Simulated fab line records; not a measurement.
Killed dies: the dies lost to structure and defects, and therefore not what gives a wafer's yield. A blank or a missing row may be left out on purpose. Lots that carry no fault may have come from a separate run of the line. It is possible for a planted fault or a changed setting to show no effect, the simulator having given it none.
8D (eight disciplines) problem report, filled in by code :: flow gf180mcu :: the parts of the form that need people (team, actions taken, sign-off) are left out

1. THE PROBLEM
Mean of run_length_s at GF_TOP_METAL_METAL_ETCH_16: 171.5 s across 3 wafers in 2 lots; on wafers with no fault it is 228.2 s (standard deviation 0.76). Measured from the usual mean, that is -75 standard deviations.
The step: etches the open film in Cl2/BCl3, stops on SiO2, target depth 1197 nm, time 199.5 s.
The first sign was on wafer L281.4 at day 31 20:44, on rie_metal-02. The record has a number at this step for 42 wafers belonging to 14 lots. The rule behind "out" and "out of limits": a value lying over 4 standard deviations away from the usual mean. Any other wafer with a number is counted as sound.

2. WHAT IT IS AND WHAT IT IS NOT
question: which readings at this step
is: run_length_s
is not: chamber_pressure_mTorr, drypump_motor_current_A, oes_product_au, throttle_valve_pct

question: which lots
is: L281, L283
is not: L271, L273, L274, L275, L276, L277, L278, L279, L289, L290, L291, L292

question: which wafers of those lots
is: L281.4, L283.4, L283.6
is not: L281.2, L281.3, L283.1

question: read on which tools
is: rie_metal-02
is not: rie_metal-03, rie_metal-04

question: when
is: from day 31 20:44
is not: up to then (26 sound wafers); but 13 sound wafers of L283, L289, L290, L291, L292 came after

3. SUSPECTS, AND WHAT RULES EACH OUT
Counting: if a tool at a process step up to the reading ran every lot that is out, it stays a suspect. Sound lots after the first of them don't rule it out here, since some wafers of a struck lot are sound.
- pvd_sputter-03 at GF_MIM_SPUTTER_09 (material TiN, target thk 35 nm, time 29.2 s): kept. Every lot that is out went through it, the first being L281 (day 28 16:26); the last sound lot it ran before that was L274 (day 25 23:58).
- rie_metal-02 at GF_TOP_METAL_METAL_ETCH_16 (etches the open film in Cl2/BCl3, stops on SiO2, target depth 1197 nm, time 199.5 s): kept. Every lot that is out went through it, the first being L281 (day 31 20:44); the last sound lot it ran before that was L279 (day 31 10:12). Out on those wafers are its own readings of run_length_s.
- Within rie_metal-02 at GF_TOP_METAL_METAL_ETCH_16: the wafers that are out ran in chamber 0; their sound lot-mates ran in chamber 1.
The count leaves rie_metal-02 at GF_TOP_METAL_METAL_ETCH_16 and pvd_sputter-03 at GF_MIM_SPUTTER_09.

4. THE CAUSE (what the simulator had put in)
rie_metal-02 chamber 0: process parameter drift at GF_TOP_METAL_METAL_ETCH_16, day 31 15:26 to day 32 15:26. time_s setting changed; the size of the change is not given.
This tool is one of the 2 suspects left after counting.

5. THE EFFECT CHAIN, in route order
Each row: a reading whose mean over the struck wafers that have a number lies more than 3 standard deviations from the usual. Only readings for which the record gives a usual standard deviation are gone through. hours: the time from each lot's start at the first step in this table that gives one to its start at this step, as a median over the lots. sigmas: the change in usual standard deviations.
hours: 0
step: GF_TOP_METAL_METAL_ETCH_16
reading: run_length_s
usual: 228.2 s
on struck wafers: 171.5
change: -56.7
sigmas: -75

hours: 0
step: GF_TOP_METAL_STRIP_17
reading: strip_time_to_endpoint_s
usual: 12.96 s
on struck wafers: 14.62
change: +1.66
sigmas: +17
It contains these process steps:
- GF_TOP_METAL_METAL_ETCH_16: etches the open film in Cl2/BCl3, stops on SiO2, target depth 1197 nm, time 199.5 s.
- GF_TOP_METAL_STRIP_17: strips in O2/N2.

6. HOW IT WOULD HAVE BEEN CAUGHT EARLIER
The fault began at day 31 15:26; the first out-of-limits reading in this record came at day 31 20:44, 5 hours later.
